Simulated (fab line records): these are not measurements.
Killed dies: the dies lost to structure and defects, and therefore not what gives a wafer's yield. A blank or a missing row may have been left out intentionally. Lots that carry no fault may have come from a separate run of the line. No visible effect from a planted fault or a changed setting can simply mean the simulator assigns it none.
fab line records -- flow gf180mcu
record lots=13, wafers=39, last-day=34
route steps=602 shown V1@358 M2@363
lots with no fault: from the same line, run without faults
start-h: start of the lot's first displayed wafer, in hours after the record's first day -- wait-h: hours elapsed since this lot's preceding step -- " unchanged from the row above -- L1.1+2: several wafers, shown together as one row -- - no value present, or no start provided -- * or withheld: withheld -- < > ~ a bound
route shown NAME@n: a module of which the file shows steps, and the number in the route of the first -- usual: the fault-free wafers' mean and standard deviation -- same: alike in all rows -- chamber/n: place in a boat -- sites: per-site readings -- _std_site: standard deviation across them -- _edge_site: the outer-site mean with the inner-site mean subtracted -- radius-mm: for every site, how far away it sits from the centre of the wafer -- mask NAME#n: copy n -- behind: the tool/chamber that last shaped the wafer -- hold: reason for holding the lot/hours on hold/outcome of the hold -- device: transistor that didn't switch, given as n, p or np -- end of line: tests of these same wafers at the route's end -- for a step that has no rows: nothing shown but its recipe -- killed: count of dies lost to structure and defects at first sort (not the wafer's yield) -- map: shows each die of a wafer: x if killed, . if not, _ if none is there
set.NAME: the setting that was run; set.NAME@STEP: the one run at that earlier step -- model.NAME: the simulator's own value behind a step, which no gauge read
a sample of lots followed through the steps of the route, with each step as a table and each wafer as a row
services: when a tool's chamber went out of use (start-h, in hours from the record's first day, below 0 if earlier), for how many hours, and the reason
## steps
# step GF_V1_CVD_23
# recipe material=W, target-thk-nm=350, time-s=105.05, temp-c=400, pressure-torr=40
# usual chamber-pressure-Torr=39.99/0.083, heater-power-outer-w=503/36, heater-power-w=833/49
lot.wafer,tool,chamber,start-h,wait-h,chamber-pressure-Torr,heater-power-outer-w,heater-power-w,since-wet-clean-h
L201.2,cvd-w-01,0,419.28,0.0,39.91,465,736,15
L201.4,cvd-w-01,0,419.28,0.0,39.89,453,744,-
L201.5,cvd-w-01,0,419.28,0.0,40.07,456,764,-
L203.3,cvd-w-01,0,432.22,0.1,39.88,454,774,-
L203.4,cvd-w-01,1,432.22,0.1,39.86,516,877,-
L203.6,cvd-w-01,0,432.22,0.1,40.06,458,771,-
L204.1,cvd-w-01,0,446.02,0.0,39.95,454,761,42
L204.2,cvd-w-01,1,446.02,0.0,40.09,527,909,42
L204.4,cvd-w-01,1,446.02,0.0,39.97,538,904,-
L209.2,cvd-w-02,1,495.29,0.0,39.97,541,830,591
L209.3,cvd-w-02,0,495.29,0.0,40.03,473,824,-
L209.5,cvd-w-02,0,495.29,0.0,40.00,478,805,-
L210.1,cvd-w-01,0,502.74,0.0,39.94,462,755,99
L210.3,cvd-w-01,1,502.74,0.0,39.89,529,868,-
L210.4,cvd-w-01,0,502.74,0.0,40.05,463,774,-
L214.3,cvd-w-02,0,539.40,0.1,39.91,482,853,-
L214.4,cvd-w-02,1,539.40,0.1,40.15,556,871,-
L214.5,cvd-w-02,0,539.40,0.1,40.01,478,821,-
L216.2,cvd-w-02,0,563.78,0.0,39.93,463,826,660
L216.4,cvd-w-02,1,563.78,0.0,39.94,549,836,-
L216.6,cvd-w-02,0,563.78,0.0,40.10,481,819,-
L217.1,cvd-w-01,1,573.38,0.0,39.86,529,891,169
L217.2,cvd-w-01,0,573.38,0.0,39.90,467,771,169
L217.5,cvd-w-01,0,573.38,0.0,39.92,466,765,-
L218.1,cvd-w-01,1,574.33,0.0,39.94,537,892,170
L218.3,cvd-w-01,0,574.33,0.0,39.94,467,766,-
L218.5,cvd-w-01,1,574.33,0.0,39.92,539,873,-
L219.2,cvd-w-01,0,575.63,0.0,40.00,470,771,172
L219.3,cvd-w-01,0,575.63,0.0,40.06,484,776,-
L219.5,cvd-w-01,1,575.63,0.0,40.07,529,880,-
L220.2,cvd-w-01,1,585.62,0.0,39.95,524,905,182
L220.4,cvd-w-01,1,585.62,0.0,39.99,519,876,-
L220.5,cvd-w-01,1,585.62,0.0,39.95,537,879,-
L221.1,cvd-w-02,0,591.60,0.0,39.93,471,820,688
L221.3,cvd-w-02,0,591.60,0.0,39.92,467,842,-
L221.5,cvd-w-02,1,591.60,0.0,39.92,544,862,-
L223.1,cvd-w-02,0,605.73,0.0,39.92,480,819,702
L223.5,cvd-w-02,0,605.73,0.0,40.03,479,816,-
L223.6,cvd-w-02,1,605.73,0.0,40.18,555,869,-
# step GF_V1_RS_MEAS_24
# recipe thk-meas-gauge=four-point-probe, reads=W_of_V1_CVD_23+TiN_of_V1_SPUTTER_22+Ti_of_V1_SPUTTER_21
# usual V1_W_RS=0.329/0.0042
lot.wafer,tool,chamber,start-h,wait-h,V1_W_RS[ohm/sq]
L201.2,film-metro-02,-,419.41,0.1,0.332
L201.4,film-metro-02,-,419.41,0.1,0.330
L201.5,film-metro-02,-,419.41,0.1,0.332
L203.3,film-metro-02,-,432.34,0.1,0.335
L203.4,film-metro-02,-,432.34,0.1,0.323
L203.6,film-metro-02,-,432.34,0.1,0.335
L204.1,film-metro-03,-,446.13,0.1,0.335
L204.2,film-metro-03,-,446.13,0.1,0.327
L204.4,film-metro-03,-,446.13,0.1,0.329
L209.2,film-metro-03,-,495.42,0.1,0.334
L209.3,film-metro-03,-,495.42,0.1,0.333
L209.5,film-metro-03,-,495.42,0.1,0.335
L210.1,film-metro-02,-,502.85,0.1,0.331
L210.3,film-metro-02,-,502.85,0.1,0.325
L210.4,film-metro-02,-,502.85,0.1,0.332
L214.3,film-metro-01,-,539.52,0.1,0.330
L214.4,film-metro-01,-,539.52,0.1,0.326
L214.5,film-metro-01,-,539.52,0.1,0.328
L216.2,film-metro-02,-,563.91,0.1,0.330
L216.4,film-metro-02,-,563.91,0.1,0.334
L216.6,film-metro-02,-,563.91,0.1,0.331
L217.1,film-metro-03,-,573.50,0.1,0.329
L217.2,film-metro-03,-,573.50,0.1,0.332
L217.5,film-metro-03,-,573.50,0.1,0.330
L218.1,film-metro-01,-,574.45,0.1,0.325
L218.3,film-metro-01,-,574.45,0.1,0.328
L218.5,film-metro-01,-,574.45,0.1,0.325
L219.2,film-metro-02,-,575.77,0.1,0.327
L219.3,film-metro-02,-,575.77,0.1,0.325
L219.5,film-metro-02,-,575.77,0.1,0.322
L220.2,film-metro-02,-,585.75,0.1,0.330
L220.4,film-metro-02,-,585.75,0.1,0.326
L220.5,film-metro-02,-,585.75,0.1,0.327
L221.1,film-metro-01,-,591.71,0.1,0.326
L221.3,film-metro-01,-,591.71,0.1,0.327
L221.5,film-metro-01,-,591.71,0.1,0.323
L223.1,film-metro-03,-,605.84,0.1,0.335
L223.5,film-metro-03,-,605.84,0.1,0.337
L223.6,film-metro-03,-,605.84,0.1,0.336
# step GF_M2_SPUTTER_01
# recipe material=TiN, target-thk-nm=30, power-w=6500, time-s=25, chamber-pressure-pa=0.4
# usual cathode-dc-power-W=6500.0/1.3, throttle-valve-pct=30.3/0.87
lot.wafer,tool,chamber,start-h,wait-h,cathode-dc-power-W,throttle-valve-pct
L201.2,pvd-sputter-04,-,419.97,0.1,6499.3,29.6
L201.4,pvd-sputter-04,-,419.97,0.1,6500.5,30.2
L201.5,pvd-sputter-04,-,419.97,0.1,6501.5,29.5
L203.3,pvd-sputter-03,-,432.88,0.1,6498.9,31.5
L203.4,pvd-sputter-03,-,432.88,0.1,6496.7,29.3
L203.6,pvd-sputter-03,-,432.88,0.1,6501.4,31.7
L204.1,pvd-sputter-01,-,446.71,0.1,6498.7,30.4
L204.2,pvd-sputter-01,-,446.71,0.1,6501.3,30.3
L204.4,pvd-sputter-01,-,446.71,0.1,6499.0,31.0
L209.2,pvd-sputter-04,-,495.98,0.1,6499.6,31.7
L209.3,pvd-sputter-04,-,495.98,0.1,6498.8,29.1
L209.5,pvd-sputter-04,-,495.98,0.1,6499.8,30.2
L210.1,pvd-sputter-04,-,503.43,0.1,6499.7,29.3
L210.3,pvd-sputter-04,-,503.43,0.1,6499.5,29.3
L210.4,pvd-sputter-04,-,503.43,0.1,6498.7,31.6
L214.3,pvd-sputter-01,-,540.06,0.1,6500.4,30.2
L214.4,pvd-sputter-01,-,540.06,0.1,6499.2,30.0
L214.5,pvd-sputter-01,-,540.06,0.1,6500.3,30.1
L216.2,pvd-sputter-04,-,564.47,0.1,6500.5,30.4
L216.4,pvd-sputter-04,-,564.47,0.1,6501.5,29.4
L216.6,pvd-sputter-04,-,564.47,0.1,6499.5,29.6
L217.1,pvd-sputter-01,-,574.30,0.1,6501.4,30.4
L217.2,pvd-sputter-01,-,574.30,0.1,6499.3,30.3
L217.5,pvd-sputter-01,-,574.30,0.1,6498.8,30.2
L218.1,pvd-sputter-04,-,575.03,0.1,6498.2,29.5
L218.3,pvd-sputter-04,-,575.03,0.1,6499.8,31.8
L218.5,pvd-sputter-04,-,575.03,0.1,6500.9,29.3
L219.2,pvd-sputter-01,-,576.33,0.1,6499.6,30.2
L219.3,pvd-sputter-01,-,576.33,0.1,6498.4,30.2
L219.5,pvd-sputter-01,-,576.33,0.1,6502.7,30.8
L220.2,pvd-sputter-04,-,586.31,0.1,6500.4,30.3
L220.4,pvd-sputter-04,-,586.31,0.1,6499.0,29.4
L220.5,pvd-sputter-04,-,586.31,0.1,6499.3,31.7
L221.1,pvd-sputter-03,-,592.29,0.1,6499.1,31.6
L221.3,pvd-sputter-03,-,592.29,0.1,6498.7,29.1
L221.5,pvd-sputter-03,-,592.29,0.1,6500.0,31.6
L223.1,pvd-sputter-03,-,606.42,0.1,6499.9,29.3
L223.5,pvd-sputter-03,-,606.42,0.1,6502.9,30.3
L223.6,pvd-sputter-03,-,606.42,0.1,6501.7,29.4
# step GF_M2_SPUTTER_04
# recipe material=TiN, target-thk-nm=50, power-w=6500, time-s=41.7, chamber-pressure-pa=0.4
# usual cathode-dc-power-W=6500.0/1.2, throttle-valve-pct=30.3/0.89
lot.wafer,tool,chamber,start-h,wait-h,cathode-dc-power-W,throttle-valve-pct
L201.2,pvd-sputter-04,-,420.05,0.0,6501.7,29.3
L201.4,pvd-sputter-04,-,420.05,0.0,6500.4,30.0
L201.5,pvd-sputter-04,-,420.05,0.0,6501.3,29.4
L203.3,pvd-sputter-03,-,432.96,0.0,6500.8,31.6
L203.4,pvd-sputter-03,-,432.96,0.0,6500.4,29.0
L203.6,pvd-sputter-03,-,432.96,0.0,6500.3,31.4
L204.1,pvd-sputter-01,-,446.79,0.0,6501.8,30.4
L204.2,pvd-sputter-01,-,446.79,0.0,6498.2,30.3
L204.4,pvd-sputter-01,-,446.79,0.0,6499.6,31.0
L209.2,pvd-sputter-04,-,496.06,0.0,6334.1,31.5
L209.3,pvd-sputter-04,-,496.06,0.0,6336.6,29.3
L209.5,pvd-sputter-04,-,496.06,0.0,6333.7,30.3
L210.1,pvd-sputter-04,-,503.51,0.0,6335.5,29.4
L210.3,pvd-sputter-04,-,503.51,0.0,6334.7,29.5
L210.4,pvd-sputter-04,-,503.51,0.0,6336.2,31.8
L214.3,pvd-sputter-01,-,540.14,0.0,6499.6,30.3
L214.4,pvd-sputter-01,-,540.14,0.0,6499.0,30.2
L214.5,pvd-sputter-01,-,540.14,0.0,6498.9,30.3
L216.2,pvd-sputter-04,-,564.55,0.0,6500.7,30.3
L216.4,pvd-sputter-04,-,564.55,0.0,6499.0,29.5
L216.6,pvd-sputter-04,-,564.55,0.0,6497.4,29.4
L217.1,pvd-sputter-01,-,574.38,0.0,6497.4,30.4
L217.2,pvd-sputter-01,-,574.38,0.0,6500.6,30.0
L217.5,pvd-sputter-01,-,574.38,0.0,6500.5,30.3
L218.1,pvd-sputter-04,-,575.11,0.0,6500.9,29.3
L218.3,pvd-sputter-04,-,575.11,0.0,6500.1,31.6
L218.5,pvd-sputter-04,-,575.11,0.0,6500.1,29.1
L219.2,pvd-sputter-01,-,576.41,0.0,6500.1,30.4
L219.3,pvd-sputter-01,-,576.41,0.0,6499.5,30.1
L219.5,pvd-sputter-01,-,576.41,0.0,6501.5,31.1
L220.2,pvd-sputter-04,-,586.39,0.0,6499.6,30.3
L220.4,pvd-sputter-04,-,586.39,0.0,6499.1,29.3
L220.5,pvd-sputter-04,-,586.39,0.0,6500.2,31.4
L221.1,pvd-sputter-03,-,592.38,0.0,6501.9,31.8
L221.3,pvd-sputter-03,-,592.38,0.0,6502.1,29.2
L221.5,pvd-sputter-03,-,592.38,0.0,6501.2,31.7
L223.1,pvd-sputter-03,-,606.50,0.0,6500.3,28.9
L223.5,pvd-sputter-03,-,606.50,0.0,6500.5,30.0
L223.6,pvd-sputter-03,-,606.50,0.0,6499.6,29.2
## services
tool,chamber,start-h,hours,kind
cvd-w-01,0,404.01,-,clean
cvd-w-01,1,404.01,-,clean
pvd-sputter-04,-,426.70,10.7,repair
pvd-sputter-04,-,448.01,8.4,repair
pvd-sputter-01,-,455.62,0.8,repair
pvd-sputter-01,-,469.35,1.5,repair
cvd-w-01,-,508.17,1.1,repair
pvd-sputter-03,-,555.49,9.7,repair
cvd-w-02,-,573.10,2.8,pm
cvd-w-01,1,595.90,1.7,repair
pvd-sputter-04,-,597.00,2.8,repair
## key
first-sign step=GF_M2_SPUTTER_04, reading=cathode-dc-power-W, direction=down, sigmas=99+, usual=6500.0, struck=6335.1
effect none on later readings
met-at GF_M2_SPUTTER_04
struck-lots L209,L210
not-acting-at GF_V1_CVD_23,GF_V1_RS_MEAS_24,GF_M2_SPUTTER_01
onset-between 420.05 496.06
fault kind=process-parameter-drift, tool=pvd-sputter-04, chamber=-, onset-h=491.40, steps=GF_M2_SPUTTER_04, channel=power-w, offset=-164.25, shape=step, end-h=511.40, acts-in=these-recipes-only, stated=6500
